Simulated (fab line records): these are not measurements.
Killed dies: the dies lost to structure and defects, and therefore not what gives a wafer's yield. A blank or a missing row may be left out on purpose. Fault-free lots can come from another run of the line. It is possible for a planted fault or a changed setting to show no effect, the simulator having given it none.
A lot that was struck, set against a sound lot / flow sky130 / 17 steps out of a route of 708
Sound: these wafers, L439.1, L439.4, L439.6. Wafers struck: L457.2, L457.4, L457.6. The cause is given at the end.
Each step with rows lists, per side, the tool, then ch with its chambers, then its first start. Under that, the readings that differ: sound wafers / struck wafers / difference of the means / sigmas: that difference in standard deviations of wafers without a fault.
alike: readings with means less than 2 such deviations apart, plus words and numbers identical on both sides. not compared: withheld readings, readings lacking a value on some wafer, bounds such as >300 that could conceal the same value, and numbers that have no deviation in the record and whose values overlap.
A row with sigmas, a row that says differs or no value, or rows on one side alone: a step with any of these is where the two part. When numbers do not overlap yet have no deviation, they are printed without sigmas and do not part them. Lack of a reading on every wafer of one side parts them only where that side has two or more wafers.

first, 5 steps without rows for these wafers: SKY_SD_N_COAT_02 (resist thk 1140 nm); SKY_SD_N_SOFTBAKE_03 (time 60 s); SKY_SD_N_EXPOSE_04 (exposes mask NSDM, target cd 380 nm); SKY_SD_N_PEB_05; SKY_SD_N_DEVELOP_06 (develop time 60 s).
SKY_SD_N_CD_MEAS_07: the cd target is 380 nm.
  sound on cdSem-02, day 29 16:36; struck on cdSem-02, day 35 07:36
  alike: cdNm
SKY_SD_N_OVL_MEAS_08:
  sound on overlay-01, day 29 16:43; struck on overlay-02, day 35 07:43
  alike: SD_N_OVL
then, 2 steps without rows for these wafers: SKY_SD_N_IMPLANT_09; SKY_SD_N_IMPLANT_10.
SKY_SD_N_STRIP_11: strips in O2/N2.
  sound on plasmaAsher-02 ch 0,1, day 29 17:03; struck on plasmaAsher-03 ch 0,1, day 35 08:02
  alike: chamberPressureMTorr, drypumpMotorCurrentA, oesProductAu, stripTimeToEndpointS
  not compared: rfHoursCounterH
SKY_SD_N_TW_MEAS_12:
  sound on filmMetro-03, day 29 17:09; struck on filmMetro-04, day 35 08:09
  alike: SD_N_TW
then, 1 step without rows for these wafers: SKY_SD_N_CLEAN_13 (cleans in SC1/SC2, time 150 s).
SKY_SD_N_RTA_14: time 2 s.
  sound on rtpAnneal-02 ch 0, day 29 17:16; struck on rtpAnneal-02 ch 0, day 35 08:16
reading=lampPowerPct (%); sound=15.75 15.79 15.71; struck=16.09 15.95 15.96; difference=+0.25; sigmas=+5
reading=wafer_temp_C_max; sound=1079.1 1077.7 1078.9; struck=1092.8 1091.9 1095.9; difference=+15.0; sigmas=+12
SKY_SD_N_RS_MEAS_16: measures by four-point-probe.
  sound on filmMetro-01, day 29 17:26; struck on filmMetro-03, day 35 08:26
reading=SD_N_RS (ohm/sq); sound=68.64 68.79 68.50; struck=65.82 65.96 65.96; difference=-2.73; sigmas=-23
SKY_SD_N_RS_MEAS_17: measures by four-point-probe.
  sound on filmMetro-01, day 29 17:33; struck on filmMetro-03, day 35 08:34
reading=SD_P_RS (ohm/sq); sound=146.9 146.7 146.7; struck=134.2 134.1 134.2; difference=-12.6; sigmas=-30
SKY_SD_N_RS_MEAS_18: measures by four-point-probe.
  sound on filmMetro-01, day 29 17:40; struck on filmMetro-03, day 35 08:41
  alike: RES_XHIGH_RS
-- record jumps: 16 days separate the struck wafers' starts on either side; left off in module SD_N, taken up again in module PAD_OPEN, whose first shown step is the route's number 708 --
SKY_PAD_OPEN_PROBE_99:
  sound on prober-01, day 47 09:07; struck on prober-01, day 51 00:51
reading=model.etest.resXhighPo.lineOhmUm; sound=5777 5636 5592; struck=5176 5308 5061; difference=-487; sigmas=
reading=model.etest.resXhighPo.rsOhmSq; sound=1980 1980 1962; struck=1746 1863 1788; difference=-175; sigmas=
reading=model.etest.pfet_01v8.rOnOhmUm; sound=2837 2875 2877; struck=2681 2771 2720; difference=-139; sigmas=
reading=model.etest.resPdiff.lineOhmUm; sound=1406 1362 1347; struck=1182 1263 1238; difference=-144; sigmas=
reading=model.etest.resHighPo.lineOhmUm; sound=759.3 749.7 729.5; struck=688.4 690.4 678.2; difference=-60.5; sigmas=
reading=model.etest.liconHighPo.rcOhm; sound=350.5 344.1 346.7; struck=279.9 304.9 289.3; difference=-55.7; sigmas=
reading=model.etest.resNdiff.lineOhmUm; sound=770 755.1 752.8; struck=703.1 726.8 709.3; difference=-46.2; sigmas=
reading=model.etest.resHighPo.rsOhmSq; sound=263.4 261.7 256.1; struck=235.6 246.1 234.6; difference=-21.6; sigmas=
  alike: killed_at_M0_to_M3, killed_at_M4_up, killedAtContacts, killedAtFrontEnd, killedAtOther, killedDies, killedOpen, killedShort

## WHERE THEY PART
First at SKY_SD_N_RTA_14; last, within this record, at SKY_SD_N_RS_MEAS_17. Later steps at which nothing parts them and some readings are alike: SKY_SD_N_RS_MEAS_18, SKY_PAD_OPEN_PROBE_99.

WHY: the cause the simulator had injected
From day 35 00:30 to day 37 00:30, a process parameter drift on rtpAnneal-02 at SKY_SD_N_RTA_14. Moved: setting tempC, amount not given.
